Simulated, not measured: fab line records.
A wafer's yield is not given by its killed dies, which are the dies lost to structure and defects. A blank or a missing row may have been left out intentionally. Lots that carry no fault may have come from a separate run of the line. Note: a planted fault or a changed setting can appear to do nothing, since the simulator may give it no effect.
Matching of chambers | flow sky130 | SKY_LI_CONTACT_ETCH_15 on rie_diel-02: 4 sister chambers
The step etches PSG in C4F8/O2/Ar, stops on Si, target depth 600 nm. 7 wafers are shown with their chamber, then 10 later ones without.

== WAFERS WITH THEIR CHAMBER ==
wafer  | chamber | oes_product_au (a.u.) | bias_w (W)
L083.1 | 2       | 0.843                 | 1200
L083.6 | 0       | 0.837                 | 1202
L085.2 | 2       | 0.844                 | 1203
L085.4 | 0       | 0.834                 | 1206
L086.4 | 3       | 0.844                 | 1201
L089.1 | 1       | 0.829                 | 1195
L089.4 | 1       | 0.836                 | 1195

== WAFERS MISSING THEIR CHAMBER ==
wafer  | oes_product_au (a.u.) | bias_w (W)
L089.6 | 0.836                 | 1193
L092.1 | 0.833                 | 1193
L092.4 | 0.832                 | 1195
L092.6 | 0.844                 | 1194
L093.1 | 0.831                 | 1200
L093.4 | 0.837                 | 1199
L093.6 | 0.837                 | 1195
L095.1 | 0.832                 | 1202
L095.3 | 0.835                 | 1199
L095.6 | 0.845                 | 1202

== THE CHAMBER EACH PASSED THROUGH ==
wafer  | from the rows above               | in truth
L089.6 | 1                                 | 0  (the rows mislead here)
L092.1 | 1                                 | 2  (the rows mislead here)
L092.4 | 1                                 | 1
L092.6 | can't be placed: 3 or 2 or 1      | 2
L093.1 | can't be placed: 0 or 1 or 2 or 3 | 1
L093.4 | can't be placed: 2 or 1 or 3 or 0 | 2
L093.6 | 1                                 | 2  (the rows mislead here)
L095.1 | can't be placed: 0 or 1           | 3
L095.3 | can't be placed: 1 or 0 or 2 or 3 | 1
L095.6 | can't be placed: 2 or 3           | 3
1 of 10 placed correctly. Cannot be placed on the basis of these rows: 6; the candidates contain the true chamber in 5. 3 placed wrongly.
How it was worked out, from the rows above alone: a wafer's distance from a chamber is the root of the sum, over the readings, of the square of ((its reading less the chamber's mean) divided by the reading's scatter). The wafer belongs to the nearest chamber; if the next one is less than 2 further off, it can't be placed. The mean given for a chamber averages the wafers shown for that chamber. The scatter: the root of (the sum of the squares of (reading less its chamber's mean) over the shown wafers, divided by (wafers less chambers)).
